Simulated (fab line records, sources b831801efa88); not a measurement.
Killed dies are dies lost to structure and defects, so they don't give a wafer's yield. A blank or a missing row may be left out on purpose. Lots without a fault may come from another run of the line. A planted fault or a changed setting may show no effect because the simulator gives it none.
A struck lot beside a sound one | flow gf180mcu | 14 steps out of a route of 602
Sound: wafers L294.3, L294.4, L294.6. Struck: wafers L282.1, L282.5, L282.6. The cause comes at the end.
At each step with rows: each side's tool, then ch and its chambers, then its first start. Under that, the readings that differ: sound wafers | struck wafers | difference of the means | sigmas: that difference in standard deviations of wafers without a fault.
alike: readings whose means differ by less than 2 such deviations, and words and numbers that are the same on both sides. not compared: withheld readings, readings that some wafer has no value for, bounds like >300 that may hide the same value, and numbers for which the record gives no deviation and whose values overlap.
The two part at a step that has a row with sigmas, a row that says differs or no value, or rows on one side only. Numbers that don't overlap but have no deviation are shown without sigmas and don't part them. A reading that every wafer of one side lacks parts them only if that side has two wafers or more.

GF_V4_THK_MEAS_01:
  sound on film_metro-02, day 29 13:55; struck on film_metro-02, day 26 00:04
  alike: V4_CVD_00_THK
GF_V4_CVD_02: deposits SiO2 from TEOS, target thk 850 nm, time 94.851 s.
  sound on pecvd-03 ch 0,1,2, day 29 13:58; struck on pecvd-02 ch 0,1,2, day 26 00:08
  alike: heater_power_w
GF_V4_THK_MEAS_03:
  sound on film_metro-04, day 29 14:03; struck on film_metro-04, day 26 00:12
  alike: V4_CVD_02_THK
GF_V4_CMP_04: polishes SiO2.
  sound on cmp-01 ch 0,2,3, day 29 14:08; struck on cmp-01 ch 1,2,3, day 26 00:22
  alike: motor_current_A, time_to_endpoint_s
GF_V4_BOW_MEAS_05:
  sound on film_metro-03, day 29 14:26; struck on film_metro-02, day 26 00:34
  reading     | sound       | struck      | difference | sigmas
  V4_BOW (um) | 147 141 146 | 132 132 117 | -18        | -2
then, 7 steps without rows for these wafers: GF_V4_DEHYDRATE_06 (time 60 s); GF_V4_HMDS_07 (prime time 60 s); GF_V4_COAT_08; GF_V4_COAT_09 (resist thk 1000 nm); GF_V4_SOFTBAKE_10 (time 60 s); GF_V4_EXPOSE_11 (exposes mask Via4, target cd 260 nm); GF_V4_PEB_12 (peb time 90 s).
GF_V4_DEVELOP_13: develop time 60 s.
  sound on litho_track-01 ch 0, day 30 08:37; struck on litho_track-04, day 26 21:31
  no value came back on the struck wafers for chill_plate_temp_C (C), develop_time_s (s); on the sound wafers chill_plate_temp_C (C) reads 22.87 23.02 22.96
  reading                             | sound           | struck            | difference | sigmas
  model.KrF_of_V4_COAT_09.thk_nm (nm) | 987 986.1 986.2 | 997.7 997.2 998.1 | +11.2      |
GF_V4_CD_MEAS_14: target cd 260 nm.
  sound on cd_sem-02, day 30 08:45; struck on cd_sem-02, day 26 21:40
  reading    | sound             | struck | difference                    | sigmas
  cd_nm (nm) | 261.7 261.8 261.9 | - - -  | no value on the struck wafers |

WHERE THEY PART
First at GF_V4_BOW_MEAS_05; last, within this record, at GF_V4_CD_MEAS_14.

WHY: what the simulator had put in
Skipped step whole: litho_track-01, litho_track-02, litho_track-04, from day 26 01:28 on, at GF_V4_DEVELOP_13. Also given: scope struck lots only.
